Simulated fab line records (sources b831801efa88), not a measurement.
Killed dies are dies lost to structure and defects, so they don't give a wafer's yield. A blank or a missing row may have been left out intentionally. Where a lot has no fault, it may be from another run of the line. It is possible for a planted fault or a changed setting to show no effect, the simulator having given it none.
Which of the tools did it? + flow sky130 + 12 lots, 36 wafers sampled, at 1 step of a route of 708

== WHAT EACH GAUGE READ, for each wafer ==
SKY_METAL2_OVL_MEAS_16.
| lot  | measured     | on         | METAL2_OVL (nm) |
|------|--------------|------------|-----------------|
| L074 | day 35 10:16 | overlay-01 | 8 2 2           |
| L077 | day 36 04:02 | overlay-02 | 7 7 7           |
| L079 | day 37 10:35 | overlay-02 | 0 2 2           |
| L080 | day 37 12:10 | overlay-01 | 6 9 3           |
| L083 | day 38 02:32 | overlay-01 | 1 -3 -2         |
| L085 | day 38 16:56 | overlay-01 | 7 8 6           |
| L087 | day 39 12:08 | overlay-01 | 4 5 6           |
| L089 | day 39 20:35 | overlay-01 | 1 0 2           |
| L091 | day 40 06:08 | overlay-02 | 8 13 12         |
| L094 | day 41 08:47 | overlay-02 | -6 -2 -1        |
| L095 | day 41 12:54 | overlay-01 | -7 -5 -3        |
| L097 | day 42 01:07 | overlay-02 | 7 3 3           |

== WHAT TOOL EACH LOT RAN ON (gives the tool, then ch and the chambers of the sampled wafers, and finally the start) ==
Record: no process step prior to these readings.

== THE ANSWER, worked out from the rows above alone ==
Rule: usual is defined by the lots themselves. Put in order of their means at a reading, lots are off if they are a third of the lots or fewer, leave a main group of 4 or more, and stand apart from it by a gap of 3 or more times the standard deviation of the main group's means; of several such gaps the widest counts. A main group is skipped when, at the precision printed for the reading in the tables above, its means are all equal. Also off: a lot with no number at a reading for which 4 or more lots have one. Where the step has rows for the other lots, those lots are counted as sound.
None of the lots is off at any reading shown; this tells nothing.

== WHAT THE SIMULATOR PUT IN ==
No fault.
